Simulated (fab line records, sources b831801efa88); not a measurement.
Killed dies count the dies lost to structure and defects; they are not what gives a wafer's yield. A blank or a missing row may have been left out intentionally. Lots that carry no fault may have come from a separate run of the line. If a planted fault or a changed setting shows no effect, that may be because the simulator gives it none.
Which tool did it? -- flow sky130 -- at 1 step of a route of 708, 7 lots with 21 wafers sampled

## WHAT THE GAUGES READ, wafer by wafer
SKY_NWELL_TW_MEAS_26.
lot,measured,on,NWELL_2_TW
L423,day 6 07:40,film_metro-01,492.2 491.0 486.5
L426,day 6 22:10,film_metro-03,487.1 488.5 484.9
L429,day 7 11:26,film_metro-01,487.4 490.6 488.3
L433,day 8 17:08,film_metro-01,485.7 488.1 485.1
L435,day 9 02:12,film_metro-03,489.7 488.1 488.8
L441,day 10 02:30,film_metro-04,493.2 493.7 493.2
L445,day 11 07:28,film_metro-01,493.1 495.3 491.9

## EACH LOT AND THE TOOL THAT RAN IT (in order: tool; ch and the chambers of the sampled wafers; start)
Record: no process step prior to these readings.

## THE ANSWER, worked out from the rows above alone
Rule: the usual values come from the lots themselves. The widest of any qualifying gaps counts: lots, ordered by their means at a reading, are off when they make up no more than a third of the lots, leave a main group of 4 or more, and stand apart from it by 3 or more times the standard deviation of that group's means. The tables above print the reading to a certain number of digits; a main group whose means all agree to those digits is not used. Also off: a lot with no number at a reading for which 4 or more lots have one. All remaining lots with rows at the step are treated as sound.
Nothing can be told from this: no lot is off at any reading shown.

## WHAT THE SIMULATOR HAD PUT IN
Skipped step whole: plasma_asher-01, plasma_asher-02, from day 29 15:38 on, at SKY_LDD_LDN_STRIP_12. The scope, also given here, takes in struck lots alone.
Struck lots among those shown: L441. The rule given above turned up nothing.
